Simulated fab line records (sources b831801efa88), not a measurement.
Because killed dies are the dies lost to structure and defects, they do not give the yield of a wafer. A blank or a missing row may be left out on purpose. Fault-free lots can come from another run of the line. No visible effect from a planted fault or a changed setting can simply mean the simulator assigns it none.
Chamber matching	flow sky130	SKY_CONTACT_CMP_04 on cmp-02: 4 sister chambers
The step polishes SiO2. 7 wafers are shown with their chamber, then 8 later ones without.

## WAFERS PAIRED WITH THEIR CHAMBERS
wafer	chamber	motorCurrentA (A)	timeToEndpointS (s)
L330.1	1	9.2	84
L332.2	0	10.5	93
L332.5	2	12.7	84
L334.1	3	15.3	89
L334.2	0	10.3	93
L334.3	2	12.5	84
L335.1	3	15.5	88

## WAFERS WITHOUT THEIR CHAMBER
wafer	motorCurrentA (A)	timeToEndpointS (s)
L335.4	11.7	84
L335.5	15.1	81
L337.3	9.3	91
L337.4	10.0	88
L337.5	14.7	85
L347.2	9.3	97
L347.5	11.5	86
L347.6	9.7	96

## EACH ONE'S CHAMBER
wafer	from the rows above	in truth
L335.4	2	2
L335.5	can't be placed: 3 or 2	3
L337.3	0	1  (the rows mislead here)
L337.4	can't be placed: 1 or 0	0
L337.5	3	3
L347.2	0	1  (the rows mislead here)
L347.5	2	2
L347.6	0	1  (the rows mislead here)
Correctly placed: 3 of 8. Cannot be placed on the basis of these rows: 2; the candidates contain the true chamber in 2. Number placed wrongly: 3.
How it was worked out, from the rows above alone: a wafer's distance from a chamber is the root of the sum, over the readings, of the square of ((its reading less the chamber's mean) divided by the reading's scatter). The wafer belongs to the nearest chamber; if the next one is less than 2 further off, it can't be placed. Each chamber's mean is taken over the wafers shown for it. The scatter is the square root of a quotient: the sum, over the shown wafers, of each reading's squared deviation from its chamber's mean, divided by wafers minus chambers.
